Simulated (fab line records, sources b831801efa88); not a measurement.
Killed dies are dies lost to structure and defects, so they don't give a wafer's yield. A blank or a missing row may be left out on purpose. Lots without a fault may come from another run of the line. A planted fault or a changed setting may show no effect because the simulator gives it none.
Problem report in the 8D (eight disciplines) form, filled by code | flow gf180mcu | the parts of the form that need people (team, actions taken, sign-off) are left out
Where a reading is given only as a bound, like >300, the bound stands for it, and a mean or a difference that rests on one is marked > or <: the true number lies beyond.

1. THE PROBLEM
MIM_ALCU_RS at GF_MIM_RS_MEAS_10 reads a mean of 9.4461 ohm/sq on 9 wafers of 3 lots; wafers without a fault read 0.1601 ohm/sq with a standard deviation of 0.0019. That is +99 or more standard deviations from the usual mean.
The step: measures by four-point-probe.
First seen on wafer L518.1, day 27 04:42, on film_metro-02. The record holds 30 wafers of 10 lots with a number at this step. Rule for "out", or "out of limits": more than 4 standard deviations from the usual mean. The other wafers with a number count as sound.

2. WHAT IT IS AND WHAT IT IS NOT
question                    | is                     | is not
which readings at this step | MIM_ALCU_RS            | -
which lots                  | L518, L519, L521       | L513, L515, L516, L524, L527, L532, L533
which wafers of those lots  | all that have a number | -
read on which gauges        | film_metro-02          | film_metro-01, film_metro-03
when                        | from day 27 04:42      | up to then (9 sound wafers); but 12 sound wafers of L524, L527, L532, L533 came after

3. SUSPECTS, AND WHAT RULES EACH OUT
Counting: a tool at a process step up to the reading stays a suspect if it ran every lot that is out and no sound lot after the first of them.
- the gauge at GF_MIM_RS_MEAS_10: ruled out. All the wafers that are out were read on film_metro-02, but those of them that GF_MIM_METAL_ETCH_19 has rows for are out there too, on other tools.
- pvd_sputter-01 at GF_MIM_SPUTTER_08 (material AlCu, target thk 200 nm, time 10.6 s): ruled out as a lasting fault. Sound lots L527, L532, L533 ran on it after its first lot that is out, L518 (day 27 04:38).
Left after counting: nothing in the record.

4. THE CAUSE (what the simulator had put in)
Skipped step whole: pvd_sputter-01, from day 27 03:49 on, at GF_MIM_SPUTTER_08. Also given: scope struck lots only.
Counting ruled it out, wrongly: the rule takes a fault to strike every lot that its tool runs from its start on, and this one did not.

5. THE CHAIN OF EFFECTS, in route order
Each row: a reading whose mean over the struck wafers that have a number lies more than 3 standard deviations from the usual. Only readings for which the record gives a usual standard deviation are gone through. hours: the time from each lot's start at the first step in this table that gives one to its start at this step, as a median over the lots. sigmas: the change in usual standard deviations.
hours | step                 | reading            | usual         | on struck wafers | change  | sigmas
0     | GF_MIM_RS_MEAS_10    | MIM_ALCU_RS        | 0.1601 ohm/sq | 9.4461           | +9.2860 | +99 or more
0     | GF_MIM_THK_MEAS_11   | MIM_ALCU_THK       | 199.4 nm      | <0.3             | <-199.1 | <-83
19    | GF_MIM_METAL_ETCH_19 | oes_product_au     | 0.941 a.u.    | 0.988            | +0.047  | +7.8
19    | GF_MIM_METAL_ETCH_19 | throttle_valve_pct | 28.284 %      | 28.232           | -0.052  | -4.7
The process steps in it:
- GF_MIM_METAL_ETCH_19: etches the open film in Cl2/BCl3, stops on Si3N4, target depth 324.5 nm, time 54.1 s.
Readings that are blank on the struck wafers while sound wafers have them: cathode_dc_power_W at GF_MIM_SPUTTER_08; chamber_pressure_pa at GF_MIM_SPUTTER_08; throttle_valve_pct at GF_MIM_SPUTTER_08.

6. WHAT WOULD HAVE CAUGHT IT SOONER
In this record the first reading out of limits at a measuring or inspecting step was taken at day 27 04:42, 1 hour after the fault began at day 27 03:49.
At GF_MIM_SPUTTER_08 the tool's readings are blank on the struck wafers, where sound wafers have them: an empty tool record is the first sign, and it was there at once.
